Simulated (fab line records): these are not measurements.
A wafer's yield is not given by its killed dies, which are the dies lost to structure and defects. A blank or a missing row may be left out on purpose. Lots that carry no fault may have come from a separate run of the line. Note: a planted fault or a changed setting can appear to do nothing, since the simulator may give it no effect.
Which tool was responsible? | flow sky130 | 15 lots with 45 wafers sampled at 2 steps, on a route of 708 steps

== WHAT EACH GAUGE READ, for each wafer ==
SKY_SD_N_TW_MEAS_12.
lot  | measured     | on            | SD_N_TW
L949 | day 28 01:23 | film metro-01 | 4019 4059 4052
L950 | day 28 11:21 | film metro-03 | 4028 4031 4037
L951 | day 28 23:53 | film metro-04 | 4002 3994 3991
L952 | day 29 04:20 | film metro-04 | 4010 4035 4022
L953 | day 29 20:35 | film metro-03 | 4027 4044 4044
L954 | day 30 09:29 | film metro-01 | 4023 4006 4036
L955 | day 30 12:08 | film metro-04 | 4005 3996 4010
L960 | day 32 02:20 | film metro-04 | 4020 4026 4035
L959 | day 32 06:41 | film metro-03 | 4061 4059 4060
L961 | day 32 20:14 | film metro-04 | 4023 4015 4007
L965 | day 33 15:32 | film metro-04 | 3982 3991 3988
L966 | day 34 03:14 | film metro-04 | 3983 4034 4019
L967 | day 34 11:29 | film metro-03 | 4001 4022 4014
L969 | day 35 06:05 | film metro-03 | 4035 4034 4049
L971 | day 35 22:53 | film metro-01 | 4054 4038 4038

== EACH LOT AND THE TOOL THAT RAN IT (in order: tool; ch and the chambers of the sampled wafers; start) ==
lot  | SKY_LDD_HVP_STRIP_09
L949 | plasma asher-03 ch 0,1, day 21 20:37
L950 | plasma asher-03 ch 0,1, day 22 07:37
L951 | plasma asher-03 ch 1, day 22 18:21
L952 | plasma asher-02 ch 1, day 22 21:55
L953 | plasma asher-02 ch 0,1, day 23 16:55
L954 | plasma asher-03 ch 1, day 24 04:37
L955 | plasma asher-01 ch 0,1, day 24 10:34
L960 | plasma asher-02 ch 0,1, day 26 01:18
L959 | plasma asher-01 ch 0,1, day 26 04:24
L961 | plasma asher-01 ch 0,1, day 26 17:42
L965 | plasma asher-01 ch 0,1, day 27 16:15
L966 | plasma asher-03 ch 1, day 28 02:55
L967 | plasma asher-02 ch 0,1, day 28 13:30
L969 | plasma asher-03 ch 0,1, day 29 08:52
L971 | plasma asher-03 ch 0,1, day 30 02:50
- SKY_LDD_HVP_STRIP_09: strips in O2/N2.

== WHAT THE TOOLS THEMSELVES READ (means of the sampled wafers that have a number; where no wafer has one, the mark that the record gives instead) ==
SKY_LDD_HVP_STRIP_09.
lot  | tool            | drypump motor current A (A) | oes product au (a.u.) | strip time to endpoint s (s)
L949 | plasma asher-03 | 6.3                         | 0.408                 | 4.125
L950 | plasma asher-03 | 6.1                         | 0.407                 | 4.120
L951 | plasma asher-03 | 6.5                         | 0.410                 | 4.127
L952 | plasma asher-02 | 5.5                         | 0.409                 | 4.138
L953 | plasma asher-02 | 5.7                         | 0.411                 | 4.163
L954 | plasma asher-03 | 6.5                         | 0.404                 | 4.144
L955 | plasma asher-01 | 5.2                         | 0.412                 | 4.122
L960 | plasma asher-02 | 5.8                         | 0.403                 | 4.154
L959 | plasma asher-01 | 5.2                         | 0.411                 | 4.128
L961 | plasma asher-01 | 5.2                         | 0.406                 | 4.100
L965 | plasma asher-01 | 5.2                         | 0.409                 | 4.109
L966 | plasma asher-03 | 6.5                         | 0.405                 | 4.125
L967 | plasma asher-02 | 5.7                         | 0.406                 | 4.144
L969 | plasma asher-03 | 6.1                         | 0.406                 | 4.148
L971 | plasma asher-03 | 6.3                         | 0.409                 | 4.146

== THE ANSWER, worked out from the rows above alone ==
Rule: the lots themselves supply what counts as usual. The widest of any qualifying gaps counts: lots, ordered by their means at a reading, are off when they make up no more than a third of the lots, leave a main group of 4 or more, and stand apart from it by 3 or more times the standard deviation of that group's means. If all means in a main group match to the digits the tables above print for the reading, that group is not used. Also off: a lot with no number at a reading for which 4 or more lots have one. The other lots that the step has rows for count as sound. First the gauges in route order, then the tools' own readings, where a lot's mean is used as printed above. At the first step where some lot is off, the reading lying furthest off is the one used; lots without a number count as furthest.
No lot is off at any reading shown: from this, nothing can be told.

== WHAT THE SIMULATOR PUT IN ==
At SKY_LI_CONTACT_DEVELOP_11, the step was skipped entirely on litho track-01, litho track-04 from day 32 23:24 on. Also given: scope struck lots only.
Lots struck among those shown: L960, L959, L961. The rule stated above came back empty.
